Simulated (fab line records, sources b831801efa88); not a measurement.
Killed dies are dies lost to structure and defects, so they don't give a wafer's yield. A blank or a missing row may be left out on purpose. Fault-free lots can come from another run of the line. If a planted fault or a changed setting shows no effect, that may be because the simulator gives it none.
fab line records	flow gf180mcu
[record] lots = 6	wafers = 18	lastDay = 33
route steps=602 shown M5@528 V5@540
lots untouched by any fault: they come from a run of this same line in which no faults occurred
startH: the number of hours between the record's first day and the start of the first shown wafer of the lot	waitH: hours elapsed since this lot's preceding step	" unchanged from the row above	L1.1+2: a single row standing in for several wafers	- no value, or no start given	* or withheld: withheld	< > ~ a bound
route shown NAME@n: NAME is a module with steps in the file, n the number in the route of the first one	usual: mean/standard deviation of fault-free wafers	same: alike in all rows	chamber/n: place in a boat	sites: the reading at each site	_std_site: standard deviation across them	_edge_site: inner sites' mean taken away from outer sites' mean	radiusMm: for every site, how far away it sits from the centre of the wafer	mask NAME#n: copy n	behind: the tool/chamber that last shaped the wafer	hold: why the lot was held/for how many hours/how that ended	device: names the non-switching transistor (n, p or np)	end of line: tests run on the same wafers once the route is complete	a step given without rows: its recipe and nothing more	killed: count of dies lost to structure and defects at first sort (not the wafer's yield)	map: the dies of a wafer, with x for killed, . for not killed, _ for no die there
set.NAME: setting as actually run; set.NAME@STEP: the setting as run at that earlier step	model.NAME: the simulator's own value behind a step, which no gauge read
a table for each step, a row for each wafer; lots at some steps of the route
services: from which hour (startH, from the record's first day; less than 0 if before it) a tool's chamber was out of use, for how many hours, and why
[[steps]]
[step GF_M5_COAT_02]
[recipe] resist = KrF	spinRpm = withheld	resistThkNm = 1000
[step GF_M5_SOFTBAKE_03]
[recipe] tempC = 130	timeS = 60	resist = KrF
[step GF_M5_EXPOSE_04]
[recipe] maskId = Metal5	targetCdNm = 280	na = 0.68	sourceShape = conventional	sigmaOuter = 0.6	doseMj = 28
[step GF_M5_PEB_05]
[recipe] pebTempC = 135	pebTimeS = 90	resist = KrF
[step GF_M5_DEVELOP_06]
[recipe] developTimeS = 60	devTempC = 21
[step GF_M5_CD_MEAS_07]
[recipe] targetCdNm = 280
[usual] cdNm = 280.1/1.2
lot.wafer	tool	chamber	startH	waitH	cdNm
L461.1	cdSem-02	-	612.23	0.1	281.2
L461.3	"	-	"	"	279.5
L461.6	"	-	"	"	279.5
L465.2	cdSem-02	-	646.16	0.1	278.7
L465.3	"	-	"	"	278.7
L465.4	"	-	"	"	279.2
L472.1	cdSem-01	-	697.53	0.1	278.5
L472.2	"	-	"	"	280.9
L472.6	"	-	"	"	279.6
L473.2	cdSem-02	-	707.30	0.1	281.8
L473.3	"	-	"	"	281.1
L473.6	"	-	"	"	281.4
L476.2	cdSem-01	-	726.24	0.1	277.2
L476.3	"	-	"	"	278.5
L476.6	"	-	"	"	278.2
L480.1	cdSem-02	-	749.47	0.1	280.0
L480.2	"	-	"	"	280.0
L480.3	"	-	"	"	280.3
[step GF_M5_OVL_MEAS_08]
[usual] M5_OVL = 3/5.7
lot.wafer	tool	chamber	startH	waitH	M5_OVL[nm]
L461.1	overlay-01	-	612.35	0.1	4
L461.3	"	-	"	"	3
L461.6	"	-	"	"	7
L465.2	overlay-02	-	646.27	0.1	-1
L465.3	"	-	"	"	6
L465.4	"	-	"	"	-5
L472.1	overlay-01	-	697.65	0.1	9
L472.2	"	-	"	"	6
L472.6	"	-	"	"	5
L473.2	overlay-02	-	707.40	0.1	1
L473.3	"	-	"	"	3
L473.6	"	-	"	"	7
L476.2	overlay-01	-	726.35	0.1	-1
L476.3	"	-	"	"	-9
L476.6	"	-	"	"	-7
L480.1	overlay-01	-	749.59	0.1	3
L480.2	"	-	"	"	-2
L480.3	"	-	"	"	8
[step GF_M5_ETCH_09]
[recipe] chemistry = CF4/O2	target = Si3N4	targetDepthNm = 52	sourceW = 800	biasW = 150	pressureMtorr = 150	cf4FlowSccm = 80	O2_flow_sccm = 10	timeS = 11.6
[usual] drypumpMotorCurrentA = 5.8/0.48	oesProductAu = 1.005/0.012	throttleValvePct = 5.972/0.0098
lot.wafer	tool	chamber	startH	waitH	drypumpMotorCurrentA	oesProductAu	rfHoursCounterH	throttleValvePct
L461.1	rieDiel-01	0	612.38	0.0	5.5	0.996	55	5.973
L461.3	"	2	"	"	6.4	0.993	7	5.959
L461.6	"	2	"	"	6.4	0.995	-	5.967
L465.2	rieDiel-01	0	646.30	0.0	5.5	0.995	57	5.981
L465.3	"	3	"	"	5.5	1.003	8	5.974
L465.4	"	2	"	"	6.4	0.973	9	5.969
L472.1	rieDiel-02	0	697.68	0.0	5.9	1.028	18	5.978
L472.2	"	1	"	"	6.5	0.996	53	5.949
L472.6	"	3	"	"	5.1	1.014	-	5.969
L473.2	rieDiel-02	1	707.43	0.0	6.5	0.989	53	5.981
L473.3	"	3	"	"	5.1	1.014	1	5.994
L473.6	"	3	"	"	5.1	1.004	-	5.984
L476.2	rieDiel-01	3	726.38	0.0	5.5	1.012	11	5.977
L476.3	"	1	"	"	6.0	0.991	28	5.973
L476.6	"	1	"	"	6.1	1.000	-	5.960
L480.1	rieDiel-02	1	749.63	0.0	6.5	1.031	1	5.966
L480.2	"	3	"	"	5.1	1.022	3	5.980
L480.3	"	0	"	"	5.9	1.010	20	5.969
[step GF_M5_METAL_ETCH_10]
[recipe] chemistry = Cl2/BCl3	maskMaterial = KrF	targetDepthNm = 750.8	stopOn = SiO2	pressureMtorr = 8	icpW = 800	biasW = 140	Cl2_flow_sccm = 80	bcl3FlowSccm = 40	timeS = 125.1
[usual] drypumpMotorCurrentA = 5.5/0.58	oesProductAu = 0.990/0.0091	throttleValvePct = 28.230/0.012
lot.wafer	tool	chamber	startH	waitH	drypumpMotorCurrentA	oesProductAu	rfHoursCounterH	throttleValvePct
L461.1	rieMetal-03	1	612.41	0.0	6.3	0.982	12	28.241
L461.3	"	1	"	"	6.3	0.998	-	28.236
L461.6	"	1	"	"	6.3	0.990	-	28.238
L465.2	rieMetal-03	0	646.32	0.0	6.0	0.988	12	28.227
L465.3	"	1	"	"	6.4	0.995	-	28.234
L465.4	"	0	"	"	6.1	0.987	-	28.214
L472.1	rieMetal-03	1	697.71	0.0	6.3	0.999	16	28.209
L472.2	"	1	"	"	6.4	0.998	-	28.232
L472.6	"	1	"	"	6.3	1.001	-	28.223
L473.2	rieMetal-04	1	707.46	0.0	5.2	0.973	7	28.252
L473.3	"	1	"	"	5.2	0.973	-	28.269
L473.6	"	0	"	"	5.1	0.989	-	28.234
L476.2	rieMetal-04	0	726.40	0.0	5.1	0.992	13	28.233
L476.3	"	1	"	"	5.2	0.973	-	28.261
L476.6	"	0	"	"	5.1	0.995	-	28.228
L480.1	rieMetal-02	0	749.65	0.0	6.1	0.989	6	28.228
L480.2	"	1	"	"	4.9	0.996	10	28.250
L480.3	"	0	"	"	6.1	1.001	-	28.221
[step GF_M5_STRIP_11]
[recipe] chemistry = O2/N2	powerW = 1400	pressureMtorr = 1500	platenTempC = 250	o2FlowSccm = 3000	n2FlowSccm = 300	overashFraction = 0.5
[usual] drypumpMotorCurrentA = 5.8/0.58	heaterPowerW = 326/39	o2FlowSccm = 2999/8.8	oesProductAu = 0.522/0.006	stripTimeToEndpointS = 7.03/0.083
lot.wafer	tool	chamber	startH	waitH	drypumpMotorCurrentA	heaterPowerW	o2FlowSccm	oesProductAu	rfHoursCounterH	stripTimeToEndpointS
L461.1	plasmaAsher-03	1	612.54	0.1	6.3	339	2997	0.514	82	7.00
L461.3	"	1	"	"	6.3	334	3003	0.516	-	6.93
L461.6	"	1	"	"	6.3	325	3005	0.516	-	6.99
L465.2	plasmaAsher-04	0	646.45	0.1	5.4	282	2999	0.521	54	7.00
L465.3	"	1	"	"	4.9	321	3012	0.524	-	7.05
L465.4	"	0	"	"	5.4	282	2982	0.523	-	7.04
L472.1	plasmaAsher-04	0	697.96	0.2	5.4	287	2999	0.520	60	6.96
L472.2	"	1	"	"	4.8	321	2990	0.517	60	6.94
L472.6	"	1	"	"	4.9	329	2992	0.513	-	6.96
L473.2	plasmaAsher-03	0	707.59	0.1	6.4	390	3006	0.525	92	7.16
L473.3	"	0	"	"	6.4	382	3007	0.528	-	7.17
L473.6	"	0	"	"	6.4	396	2999	0.526	-	7.09
L476.2	plasmaAsher-04	1	726.53	0.1	4.8	326	2978	0.525	63	7.02
L476.3	"	0	"	"	5.4	299	3005	0.531	-	7.15
L476.6	"	0	"	"	5.4	290	2987	0.515	-	7.02
L480.1	plasmaAsher-02	1	749.78	0.1	5.6	312	2992	0.524	1	7.03
L480.2	"	0	"	"	5.5	275	2997	0.521	1	7.03
L480.3	"	1	"	"	5.5	314	3003	0.518	-	7.00
[step GF_M5_STRIP_12]
[recipe] chemistry = postEtchResidueRemover	timeS = 1200	tempC = 72.5
[step GF_M5_CLEAN_13]
[recipe] chemistry = DIW	dry = n2Spin
[step GF_V5_CVD_00]
[recipe] material = SiO2	targetThkNm = 300	sigmaOpenFrac = 0.3	tempC = 400	timeS = 50	sih4FlowSccm = 60	pressureMtorr = 6
[usual] sih4FlowSccm = 60.00/0.19
lot.wafer	tool	chamber	startH	waitH	sih4FlowSccm	model.SiO2_of_V5_CVD_00.thkNm
L461.1	hdpcvd-02	2	613.07	0.0	60.09	302
L461.3	"	1	"	"	60.01	303.9
L461.6	"	0	"	"	59.94	303.6
L465.2	hdpcvd-01	2	646.98	0.0	60.21	299.9
L465.3	"	1	"	"	60.30	298.1
L465.4	"	1	"	"	60.18	299.6
L472.1	hdpcvd-02	2	698.54	0.0	48.06	235.2
L472.2	"	1	"	"	47.93	238.2
L472.6	"	0	"	"	48.04	237
L473.2	hdpcvd-02	1	708.12	0.0	48.16	243.7
L473.3	"	2	"	"	48.26	239.6
L473.6	"	2	"	"	48.09	238.5
L476.2	hdpcvd-01	2	727.06	0.0	60.13	295.2
L476.3	"	0	"	"	60.07	294.4
L476.6	"	0	"	"	60.07	297
L480.1	hdpcvd-01	1	750.32	0.0	60.06	292.2
L480.2	"	0	"	"	59.93	294.3
L480.3	"	2	"	"	60.06	294.9
[step GF_V5_THK_MEAS_01]
[recipe] reads = SiO2_of_V5_CVD_00
[usual] V5_CVD_00_THK = 298/3.1
lot.wafer	tool	chamber	startH	waitH	V5_CVD_00_THK[nm]
L461.1	filmMetro-01	-	613.11	0.0	302
L461.3	"	-	"	"	304
L461.6	"	-	"	"	304
L465.2	filmMetro-02	-	647.04	0.0	300
L465.3	"	-	"	"	298
L465.4	"	-	"	"	300
L472.1	filmMetro-02	-	698.58	0.0	235
L472.2	"	-	"	"	238
L472.6	"	-	"	"	237
L473.2	filmMetro-01	-	708.17	0.0	244
L473.3	"	-	"	"	239
L473.6	"	-	"	"	239
L476.2	filmMetro-01	-	727.12	0.0	295
L476.3	"	-	"	"	295
L476.6	"	-	"	"	297
L480.1	filmMetro-01	-	750.36	0.0	292
L480.2	"	-	"	"	294
L480.3	"	-	"	"	295
[step GF_V5_CVD_02]
[recipe] material = SiO2	targetThkNm = 1450	precursor = TEOS	tempC = 400	timeS = 163.28	rfW = 600
[usual] heaterPowerW = 645/96
lot.wafer	tool	chamber	startH	waitH	heaterPowerW	sinceWetCleanH
L461.1	pecvd-03	2	613.17	0.1	746	439
L461.3	"	1	"	"	726	439
L461.6	"	2	"	"	793	-
L465.2	pecvd-04	0	647.09	0.0	786	264
L465.3	"	2	"	"	633	264
L465.4	"	0	"	"	629	-
L472.1	pecvd-04	0	698.64	0.1	688	316
L472.2	"	2	"	"	609	316
L472.6	"	0	"	"	759	-
L473.2	pecvd-01	1	708.22	0.0	573	742
L473.3	"	0	"	"	495	742
L473.6	"	0	"	"	558	-
L476.2	pecvd-01	1	727.17	0.0	573	761
L476.3	"	0	"	"	508	761
L476.6	"	0	"	"	568	-
L480.1	pecvd-03	0	750.42	0.1	771	576
L480.2	"	2	"	"	775	576
L480.3	"	1	"	"	706	576
[[services]]
tool	chamber	startH	hours	kind
pecvd-01	-	594.81	0.8	repair
rieDiel-02	1	595.25	41.6	repair
rieDiel-02	0	595.28	5.0	repair
hdpcvd-01	-	596.99	2.8	pm
plasmaAsher-02	-	608.44	8.0	repair
pecvd-01	0	618.70	12.1	repair
pecvd-01	-	622.11	11.2	repair
rieMetal-03	-	624.73	14.6	pm
pecvd-01	-	633.26	2.8	pm
rieDiel-01	3	636.78	7.2	repair
pecvd-01	-	638.44	5.5	repair
rieMetal-03	-	639.33	2.8	pm
rieDiel-01	1	640.17	2.9	repair
rieDiel-02	2	663.61	8.3	repair
plasmaAsher-03	-	667.43	0.8	repair
plasmaAsher-03	-	670.48	2.3	repair
rieMetal-04	-	672.40	0.8	repair
rieMetal-03	0	682.63	21.7	repair
rieMetal-03	-	689.52	0.4	repair
rieMetal-03	1	700.06	22.1	repair
rieDiel-02	1	713.04	4.9	repair
rieMetal-03	-	715.74	0.4	repair
rieDiel-02	-	730.64	2.0	repair
pecvd-03	-	736.03	2.8	pm
[[key]]
[firstSign] step = GF_V5_CVD_00	reading = sih4FlowSccm	direction = down	sigmas = 63	usual = 60.00	struck = 48.09
[effect] step = GF_V5_THK_MEAS_01	reading = V5_CVD_00_THK	direction = down	sigmas = 19	usual = 298	struck = 239
[modelEffect] step = GF_V5_CVD_00	value = SiO2_of_V5_CVD_00.thkNm	without = 298.7	struck = 238.7
metAt GF_V5_CVD_00
struckWafers L472.1,L472.2,L472.6,L473.2,L473.3,L473.6
onsetBetween 613.07 698.54
[fault] kind = processParameterDrift	tool = hdpcvd-02	chamber = -	onsetH = 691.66	steps = GF_V5_CVD_00	channel = sih4FlowSccm	offset = -12	shape = step	endH = 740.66	actsIn = theseRecipesOnly	stated = 60
